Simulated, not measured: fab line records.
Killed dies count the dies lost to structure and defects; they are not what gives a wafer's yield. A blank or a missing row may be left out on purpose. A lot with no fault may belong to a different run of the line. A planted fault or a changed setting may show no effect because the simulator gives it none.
Shared-tool check + flow sky130 + 12 lots and 36 wafers in the sample

REASON IT WAS OPENED
Of 12 lots, 2 have the reading CAPM_CVD_00_THK flagged at SKY_CAPM_THK_MEAS_01. No-fault wafers: 15.40 nm, standard deviation 0.18.
Rule: a lot gets a flag if all its wafers with a number sit over 4 standard deviations from that mean, or if no wafer of it has a number. All remaining lots are regarded as sound.

| lot  | measured     | on           | CAPM_CVD_00_THK (nm), wafer by wafer | flag    |
|------|--------------|--------------|--------------------------------------|---------|
| L863 | day 36 16:58 | filmMetro-04 | 14.98 15.66 15.42                    |         |
| L864 | day 37 01:00 | filmMetro-02 | 31.18 31.24 31.49                    | FLAGGED |
| L865 | day 37 04:30 | filmMetro-04 | 30.52 31.00 30.81                    | FLAGGED |
| L876 | day 40 15:09 | filmMetro-02 | 15.48 15.45 15.69                    |         |
| L877 | day 41 01:50 | filmMetro-03 | 15.13 15.15 15.33                    |         |
| L879 | day 41 22:10 | filmMetro-04 | 15.31 15.56 15.41                    |         |
| L881 | day 42 02:13 | filmMetro-02 | 15.46 15.69 15.80                    |         |
| L880 | day 42 04:09 | filmMetro-04 | 15.33 15.34 15.64                    |         |
| L883 | day 42 13:30 | filmMetro-04 | 15.12 15.41 15.35                    |         |
| L884 | day 42 19:58 | filmMetro-04 | 15.41 15.30 15.46                    |         |
| L885 | day 43 04:41 | filmMetro-03 | 15.10 15.41 15.44                    |         |
| L886 | day 43 10:21 | filmMetro-03 | 15.32 15.58 15.41                    |         |
On average the flagged lots' numbers are 31.04 nm, which is +15.64 nm against the usual, or +87 standard deviations.

EACH LOT AND THE TOOL IT RAN ON
4 process steps preceding the reading are held in the record, out of 708 steps in the route. In each cell: the tool, then ch and the chambers that the sampled wafers went through, then the start.
| lot  | flag    | SKY_METAL3_SPUTTER_00       | SKY_METAL3_SPUTTER_02       | SKY_METAL3_SPUTTER_04       | SKY_CAPM_CVD_00                 |
|------|---------|-----------------------------|-----------------------------|-----------------------------|---------------------------------|
| L863 |         | pvdSputter-01, day 36 16:47 | pvdSputter-01, day 36 16:50 | pvdSputter-01, day 36 16:54 | pecvd-01 ch 0,1,2, day 36 16:56 |
| L864 | FLAGGED | pvdSputter-03, day 37 00:37 | pvdSputter-03, day 37 00:40 | pvdSputter-03, day 37 00:44 | pecvd-04 ch 0,1,2, day 37 00:00 |
| L865 | FLAGGED | pvdSputter-03, day 37 04:08 | pvdSputter-03, day 37 04:11 | pvdSputter-03, day 37 04:15 | pecvd-01 ch 0,1, day 37 04:00   |
| L876 |         | pvdSputter-01, day 40 14:59 | pvdSputter-01, day 40 15:02 | pvdSputter-01, day 40 15:05 | pecvd-04 ch 0,1, day 40 15:08   |
| L877 |         | pvdSputter-04, day 41 01:38 | pvdSputter-04, day 41 01:41 | pvdSputter-04, day 41 01:45 | pecvd-03 ch 1,2, day 41 01:48   |
| L879 |         | pvdSputter-01, day 41 21:58 | pvdSputter-01, day 41 22:01 | pvdSputter-01, day 41 22:05 | pecvd-01 ch 0,1,2, day 41 22:08 |
| L881 |         | pvdSputter-03, day 42 02:02 | pvdSputter-03, day 42 02:05 | pvdSputter-03, day 42 02:08 | pecvd-01 ch 0,1,2, day 42 02:11 |
| L880 |         | pvdSputter-04, day 42 03:59 | pvdSputter-04, day 42 04:01 | pvdSputter-04, day 42 04:05 | pecvd-03 ch 0,1, day 42 04:08   |
| L883 |         | pvdSputter-01, day 42 13:20 | pvdSputter-01, day 42 13:22 | pvdSputter-01, day 42 13:26 | pecvd-03 ch 1,2, day 42 13:29   |
| L884 |         | pvdSputter-03, day 42 19:48 | pvdSputter-03, day 42 19:51 | pvdSputter-03, day 42 19:54 | pecvd-03 ch 0,1,2, day 42 19:57 |
| L885 |         | pvdSputter-03, day 43 04:29 | pvdSputter-03, day 43 04:32 | pvdSputter-03, day 43 04:36 | pecvd-04 ch 0,2, day 43 04:39   |
| L886 |         | pvdSputter-01, day 43 10:10 | pvdSputter-01, day 43 10:12 | pvdSputter-01, day 43 10:16 | pecvd-04 ch 0, day 43 10:19     |
What these steps do:
- SKY_METAL3_SPUTTER_00: material Ti, target thk 15 nm, time 10 s.
- SKY_METAL3_SPUTTER_02: material AlCu, target thk 735 nm, time 39.1 s.
- SKY_METAL3_SPUTTER_04: material TiN, target thk 70 nm, time 58.3 s.
- SKY_CAPM_CVD_00: deposits SiO2, target thk 15.5 nm.
- SKY_CAPM_THK_MEAS_01

FLAGGED OVER TOTAL, TOOL BY TOOL (the gauges that took the reading come last)
| step                  | tool          | lots run | flagged | share of the flagged lots | sound lots run after its first flagged lot |
|-----------------------|---------------|----------|---------|---------------------------|--------------------------------------------|
| SKY_METAL3_SPUTTER_00 | pvdSputter-01 | 5        | 0       | none                      | -                                          |
| SKY_METAL3_SPUTTER_00 | pvdSputter-03 | 5        | 2       | all                       | 3 (L881,L884,L885)                         |
| SKY_METAL3_SPUTTER_00 | pvdSputter-04 | 2        | 0       | none                      | -                                          |
| SKY_METAL3_SPUTTER_02 | pvdSputter-01 | 5        | 0       | none                      | -                                          |
| SKY_METAL3_SPUTTER_02 | pvdSputter-03 | 5        | 2       | all                       | 3 (L881,L884,L885)                         |
| SKY_METAL3_SPUTTER_02 | pvdSputter-04 | 2        | 0       | none                      | -                                          |
| SKY_METAL3_SPUTTER_04 | pvdSputter-01 | 5        | 0       | none                      | -                                          |
| SKY_METAL3_SPUTTER_04 | pvdSputter-03 | 5        | 2       | all                       | 3 (L881,L884,L885)                         |
| SKY_METAL3_SPUTTER_04 | pvdSputter-04 | 2        | 0       | none                      | -                                          |
| SKY_CAPM_CVD_00       | pecvd-01      | 4        | 1       | some                      | 2 (L879,L881)                              |
| SKY_CAPM_CVD_00       | pecvd-03      | 4        | 0       | none                      | -                                          |
| SKY_CAPM_CVD_00       | pecvd-04      | 4        | 1       | some                      | 3 (L876,L885,L886)                         |
| SKY_CAPM_THK_MEAS_01  | filmMetro-02  | 3        | 1       | some                      | 2 (L876,L881)                              |
| SKY_CAPM_THK_MEAS_01  | filmMetro-03  | 3        | 0       | none                      | -                                          |
| SKY_CAPM_THK_MEAS_01  | filmMetro-04  | 6        | 1       | some                      | 4 (L879,L880,L883,L884)                    |

WHAT THE TABLE ALLOWS
In the table, 3 rows ran each flagged lot (pvdSputter-03 at SKY_METAL3_SPUTTER_00; pvdSputter-03 at SKY_METAL3_SPUTTER_02; pvdSputter-03 at SKY_METAL3_SPUTTER_04).
- pvdSputter-03 at SKY_METAL3_SPUTTER_00: 2 of its 5 lots flagged. After the first flagged lot (L881, L884, L885), sound lots still ran on it; a lasting fault on the whole tool would not permit that.
- pvdSputter-03 at SKY_METAL3_SPUTTER_02: 2 of its 5 lots flagged. After the first flagged lot (L881, L884, L885), sound lots still ran on it; a lasting fault on the whole tool would not permit that.
- pvdSputter-03 at SKY_METAL3_SPUTTER_04: 2 of its 5 lots flagged. After the first flagged lot (L881, L884, L885), sound lots still ran on it; a lasting fault on the whole tool would not permit that.
No row of the table ran every flagged lot and no sound lot after the first.

WHAT HAD BEEN PUT IN BY THE SIMULATOR
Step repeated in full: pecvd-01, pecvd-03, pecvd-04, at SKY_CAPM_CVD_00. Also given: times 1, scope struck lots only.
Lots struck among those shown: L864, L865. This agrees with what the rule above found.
